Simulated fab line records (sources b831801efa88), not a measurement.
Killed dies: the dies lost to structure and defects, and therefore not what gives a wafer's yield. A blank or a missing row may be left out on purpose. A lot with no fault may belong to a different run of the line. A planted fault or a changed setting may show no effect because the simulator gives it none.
Split-lot study + flow sky130 + 5 lots, 23 wafers read, on a route of 708 steps

## THE SPLIT ITSELF
At SKY_VT_ADJUST_HVTR_COAT_02 (resist thk 1140 nm), the setting resist-thk-nm was moved away from the recipe's 1140 nm on 8 of the 23 wafers read, by -3.7% to +5.9%. The other wafers ran this setting at the recipe's value.

## FROM THE SPLIT TO THE READING: what the file shows between them, 4 steps
- SKY_VT_ADJUST_HVTR_SOFTBAKE_03: time 60 s (also split here: time-s)
- SKY_VT_ADJUST_HVTR_EXPOSE_04: exposes mask HVTRM, target cd 380 nm
- SKY_VT_ADJUST_HVTR_PEB_05
- SKY_VT_ADJUST_HVTR_DEVELOP_06: develop time 57.6 s

## THE READING
cd-nm (nm) at SKY_VT_ADJUST_HVTR_CD_MEAS_07, where the cd target is 380 nm. A value of 379.8 nm with a standard deviation of 2.5 nm is what fault-free wafers of this fab line usually give.

| wafer  | tool, chamber at the split | resist-thk-nm as run, nm | against the recipe | cd-nm, nm | against lot-mates on the recipe |
|--------|----------------------------|--------------------------|--------------------|-----------|---------------------------------|
| L074.1 | litho-track-04, 0          | 1140                     | recipe             | 379.8     | -                               |
| L074.2 | litho-track-04, 0          | 1098                     | -3.7%              | 383.1     | +2.2                            |
| L074.4 | litho-track-04, 0          | 1098                     | -3.7%              | 383.6     | +2.7                            |
| L074.5 | litho-track-04, 0          | 1140                     | recipe             | 381.9     | -                               |
| L074.6 | litho-track-04, 0          | 1140                     | recipe             | 381.1     | -                               |
| L077.1 | litho-track-04, 0          | 1207                     | +5.9%              | 374.6     | -5.9                            |
| L077.2 | litho-track-04, 0          | 1207                     | +5.9%              | 373.4     | -7.1                            |
| L077.3 | litho-track-04, 0          | 1207                     | +5.9%              | 374.4     | -6.1                            |
| L077.4 | litho-track-04, 0          | 1140                     | recipe             | 379.6     | -                               |
| L077.6 | litho-track-04, 0          | 1140                     | recipe             | 381.3     | -                               |
| L081.1 | litho-track-03, 0          | 1168                     | +2.5%              | 372.0     | -4.9                            |
| L081.2 | litho-track-03, 0          | 1140                     | recipe             | 376.9     | -                               |
| L081.4 | litho-track-03, 0          | 1168                     | +2.5%              | 373.2     | -3.7                            |
| L081.5 | litho-track-03, 0          | 1168                     | +2.5%              | 373.9     | -3.0                            |
| L081.6 | litho-track-03, 0          | 1140                     | recipe             | 376.9     | -                               |
| L083.4 | litho-track-03, 0          | 1140                     | recipe             | 381.8     | -                               |
| L083.5 | litho-track-03, 0          | 1140                     | recipe             | 382.7     | -                               |
| L083.6 | litho-track-03, 0          | 1140                     | recipe             | 385.9     | -                               |
| L085.1 | litho-track-04, 0          | 1140                     | recipe             | 382.1     | -                               |
| L085.2 | litho-track-04, 0          | 1140                     | recipe             | 381.4     | -                               |
| L085.3 | litho-track-04, 0          | 1140                     | recipe             | 383.5     | -                               |
| L085.4 | litho-track-04, 0          | 1140                     | recipe             | 382.1     | -                               |
| L085.6 | litho-track-04, 0          | 1140                     | recipe             | 384.1     | -                               |

THE FIT
A straight line over all 23 wafers: cd-nm changes by -1.27 nm for each +1% of resist-thk-nm; r = -0.75; the points scatter about the line by 2.8 nm.
The same after taking each lot's own level away (the mean of its wafers on the recipe; 23 wafers): -1.02 nm for each +1%; r = -0.91; scatter 1.1 nm.
Per that fit: largest resist-thk-nm move, reading shift of 6 nm.
Measured against the standard deviation above, the lots' own levels, which go from 376.90 to 383.47 nm, span 2.6 times it.
So the lot-to-lot level blurs the effect unless lot-mates are compared.
Check: for one of the wafers moved furthest among these (+5.9%), held out of the fit, the line's prediction against its lot-mates is -6.47 nm. It came out at -5.85 nm against them.

## OTHER SPLITS ON THESE WAFERS
Other splits were also applied to these wafers ahead of the reading. Each is held against what the fit with the lots' levels taken away leaves over:
| other split on the same wafers               | wafers away from the commonest value | r with cd-nm (lot level and that fit taken away) |
|----------------------------------------------|--------------------------------------|--------------------------------------------------|
| SKY_VT_ADJUST_HVTP_COAT_02 spin-rpm          | 7                                    | +0.06                                            |
| SKY_VT_ADJUST_LVTN_SOFTBAKE_03 temp-c        | 7                                    | -0.15                                            |
| SKY_VT_ADJUST_LVTN_DEVELOP_06 develop-time-s | 11                                   | +0.08                                            |
| SKY_VT_ADJUST_HVTR_SOFTBAKE_03 time-s        | 7                                    | -0.06                                            |

## THE WHOLE CHAIN: every reading that the file lists as answering this split, in the file's order
| step                           | what it does        | reading                                                                                   | change (the file's fit)              | r (the file's) |
|--------------------------------|---------------------|-------------------------------------------------------------------------------------------|--------------------------------------|----------------|
| SKY_VT_ADJUST_HVTR_COAT_02     | resist thk 1140 nm  | NOVOLAK_of_VT_ADJUST_HVTR_COAT_02.thk-nm (the simulator's own value, which no gauge read) | +11.4 nm for each +1% of the setting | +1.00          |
| SKY_VT_ADJUST_HVTR_SOFTBAKE_03 | time 60 s           | NOVOLAK_of_VT_ADJUST_HVTR_COAT_02.thk-nm (the simulator's own value, which no gauge read) | +11.5 nm for each +1% of the setting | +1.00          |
| SKY_VT_ADJUST_HVTR_DEVELOP_06  | develop time 57.6 s | VT_ADJUST_HVTR.cd-nm (the simulator's own value, which no gauge read)                     | -1.03 nm for each +1% of the setting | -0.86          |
| SKY_VT_ADJUST_HVTR_CD_MEAS_07  | target cd 380 nm    | cd-nm                                                                                     | -1.02 nm for each +1% of the setting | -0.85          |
| SKY_VT_ADJUST_HVTR_STRIP_10    | strips in O2/N2     | strip-time-to-endpoint-s                                                                  | withheld for each +1% of the setting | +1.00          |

## FILE'S OWN FIT
cd-nm changes by -1.02 nm for each +1% of resist-thk-nm, r = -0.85.
